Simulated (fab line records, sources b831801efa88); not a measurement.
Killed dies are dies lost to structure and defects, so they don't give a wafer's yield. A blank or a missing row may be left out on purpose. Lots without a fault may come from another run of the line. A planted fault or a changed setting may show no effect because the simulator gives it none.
A struck lot beside a sound one | flow sky130 | 42 steps out of a route of 708
Sound: wafers L578.3, L578.5, L578.6. Struck: wafers L594.2, L594.3, L594.6. The cause comes at the end.
At each step with rows: each side's tool, then ch and its chambers, then its first start. Under that, the readings that differ: sound wafers | struck wafers | difference of the means | sigmas: that difference in standard deviations of wafers without a fault.
alike: readings whose means differ by less than 2 such deviations, and words and numbers that are the same on both sides. not compared: withheld readings, readings that some wafer has no value for, bounds like >300 that may hide the same value, and numbers for which the record gives no deviation and whose values overlap.
The two part at a step that has a row with sigmas, a row that says differs or no value, or rows on one side only. Numbers that don't overlap but have no deviation are shown without sigmas and don't part them. A reading that every wafer of one side lacks parts them only if that side has two wafers or more.

first, 5 steps without rows for these wafers: SKY_GATE_OXIDE_COAT_05 (resist thk 1140 nm); SKY_GATE_OXIDE_SOFTBAKE_06 (time 60 s); SKY_GATE_OXIDE_EXPOSE_07 (exposes mask LVOM, target cd 600 nm); SKY_GATE_OXIDE_PEB_08; SKY_GATE_OXIDE_DEVELOP_09 (develop time 60 s).
SKY_GATE_OXIDE_OVL_MEAS_10:
  sound on overlay-01, day 14 16:05; struck on overlay-02, day 20 22:39
  alike: GATE_OXIDE_OVL
then, 2 steps without rows for these wafers: SKY_GATE_OXIDE_IMPLANT_11; SKY_GATE_OXIDE_WET_ETCH_12 (etches SiO2 in dHF, target depth 16.8 nm, time 336 s).
SKY_GATE_OXIDE_STRIP_13: strips in O2/N2.
  sound on plasma_asher-04 ch 0,1, day 14 16:23; struck on plasma_asher-01 ch 0,1, day 20 22:56
  alike: drypump_motor_current_A, oes_product_au, strip_time_to_endpoint_s
  not compared: rf_hours_counter_h
SKY_GATE_OXIDE_TW_MEAS_14:
  sound on film_metro-02, day 14 16:29; struck on film_metro-01, day 20 23:03
  reading       | sound             | struck            | difference | sigmas
  GATE_OXIDE_TW | 222.9 223.4 223.4 | 229.4 230.2 229.8 | +6.6       | +3
then, 2 steps without rows for these wafers: SKY_GATE_OXIDE_CLEAN_15 (cleans in SC1/SC2, time 150 s); SKY_GATE_OXIDE_OXIDATION_16 (stabilise 600 s, purge 300 s, target thk 3.57 nm).
SKY_POLY_GATE_CVD_00: deposits poly-Si, target thk 180 nm, time 720 s.
  sound on lpcvd-01 ch 1, day 14 18:31; struck on lpcvd-01 ch 0, day 21 00:41
  reading                                       | sound             | struck            | difference | sigmas
  model.poly-Si_of_POLY_GATE_CVD_00.thk_nm (nm) | 181.6 180.9 182.1 | 95.34 96.94 98.02 | -84.77     |
  alike: spike_tc_centre_C
SKY_POLY_GATE_THK_MEAS_01:
  sound on film_metro-04, day 14 19:44; struck on film_metro-02, day 21 01:53
  reading                   | sound             | struck         | difference | sigmas
  POLY_GATE_CVD_00_THK (nm) | 181.7 180.7 182.1 | 95.4 96.9 98.0 | -84.7      | -50
then, 8 steps without rows for these wafers: SKY_RES_PROTECT_DEHYDRATE_00 (time 60 s); SKY_RES_PROTECT_HMDS_01 (prime time 60 s); SKY_RES_PROTECT_COAT_02 (resist thk 1140 nm); SKY_RES_PROTECT_SOFTBAKE_03 (time 60 s); SKY_RES_PROTECT_EXPOSE_04 (exposes mask RPM, target cd 1270 nm); SKY_RES_PROTECT_PEB_05; SKY_RES_PROTECT_DEVELOP_06 (develop time 60 s); SKY_POLY_GATE_IMPLANT_02.
SKY_RES_PROTECT_STRIP_07: strips in O2/N2.
  sound on plasma_asher-02 ch 0,1, day 15 21:54; struck on plasma_asher-04 ch 1, day 22 08:52
  alike: drypump_motor_current_A, oes_product_au, strip_time_to_endpoint_s
  not compared: rf_hours_counter_h
SKY_RES_PROTECT_TW_MEAS_08:
  sound on film_metro-02, day 15 21:59; struck on film_metro-03, day 22 08:59
  reading      | sound          | struck         | difference | sigmas
  POLY_GATE_TW | 3981 4011 4000 | 4059 4060 4073 | +67        | +3
SKY_RES_PROTECT_CLEAN_09: cleans in SC1/SC2, time 150 s.
  sound on wet_bench-01 ch 0, day 15 22:02; struck on wet_bench-04 ch 2, day 22 09:02
  reading                                       | sound           | struck            | difference | sigmas
  model.poly-Si_of_POLY_GATE_CVD_00.thk_nm (nm) | 181 180.2 181.5 | 94.71 96.32 97.39 | -84.76     |
then, 1 step without rows for these wafers: SKY_POLY_GATE_CVD_03 (deposits Si3N4 from DCS/NH3, target thk 75 nm, time 1290 s).
SKY_POLY_GATE_THK_MEAS_04:
  sound on film_metro-04, day 16 01:13; struck on film_metro-01, day 22 11:28
  alike: POLY_GATE_CVD_03_THK
then, 8 steps without rows for these wafers: SKY_POLY_GATE_DEHYDRATE_05 (time 60 s); SKY_POLY_GATE_HMDS_06 (prime time 60 s); SKY_POLY_GATE_COAT_07 (resist thk 110 nm); SKY_POLY_GATE_COAT_08 (resist thk 450 nm); SKY_POLY_GATE_SOFTBAKE_09 (time 90 s); SKY_POLY_GATE_EXPOSE_10 (exposes mask P1M, target cd 150 nm); SKY_POLY_GATE_PEB_11; SKY_POLY_GATE_DEVELOP_12 (develop time 60 s).
SKY_POLY_GATE_CD_MEAS_13: target cd 150 nm.
  sound on cd_sem-01, day 17 04:57; struck on cd_sem-02, day 23 17:22
  alike: cd_nm
SKY_POLY_GATE_OVL_MEAS_14:
  sound on overlay-01, day 17 05:03; struck on overlay-02, day 23 17:28
  alike: POLY_GATE_OVL
SKY_POLY_GATE_ETCH_15: etches BARC in N2/H2, stops on SiO2, time 118.5 s, target depth 110 nm.
  sound on rie_diel-02 ch 0,2, day 17 05:04; struck on rie_diel-04 ch 0,3, day 23 17:30
  alike: drypump_motor_current_A, oes_product_au, throttle_valve_pct
  not compared: rf_hours_counter_h
SKY_POLY_GATE_ETCH_16: etches Si3N4 in CH3F/O2, stops on poly-Si, time 147.5 s, target depth 75 nm.
  sound on rie_diel-02 ch 0,2, day 17 05:09; struck on rie_diel-04 ch 0,3, day 23 17:35
  alike: drypump_motor_current_A, oes_product_au, throttle_valve_pct
  not compared: rf_hours_counter_h
SKY_POLY_GATE_ETCH_17: etches poly-Si in HBr/Cl2, stops on SiO2, target depth 180 nm, time 70.5 s.
  sound on rie_si-01 ch 1,2,3, day 17 05:15; struck on rie_si-01 ch 0,2, day 23 17:41
  reading                               | sound             | struck            | difference | sigmas
  oes_product_au (a.u.)                 | 0.982 0.997 0.998 | 0.650 0.664 0.666 | -0.332     | -46
  model.POLY_GATE.feature_depth_nm (nm) | 176.8 180.2 177.5 | 94.71 96.32 97.39 | -82.03     |
  model.etch.depth_nm (nm)              | 176.8 180.2 177.5 | 94.71 96.32 97.39 | -82.03     |
  alike: drypump_motor_current_A, throttle_valve_pct
  not compared: rf_hours_counter_h
SKY_POLY_GATE_STRIP_18: strips in O2/N2.
  sound on plasma_asher-01 ch 0,1, day 17 05:20; struck on plasma_asher-01 ch 0,1, day 23 17:44
  alike: drypump_motor_current_A, oes_product_au, strip_time_to_endpoint_s
  not compared: rf_hours_counter_h
then, 1 step without rows for these wafers: SKY_PAD_OPEN_PROBE_99.

WHERE THEY PART
First at SKY_GATE_OXIDE_TW_MEAS_14; last, within this record, at SKY_POLY_GATE_ETCH_17. Later steps at which nothing parts them and some readings are alike: SKY_POLY_GATE_STRIP_18.

WHY: what the simulator had put in
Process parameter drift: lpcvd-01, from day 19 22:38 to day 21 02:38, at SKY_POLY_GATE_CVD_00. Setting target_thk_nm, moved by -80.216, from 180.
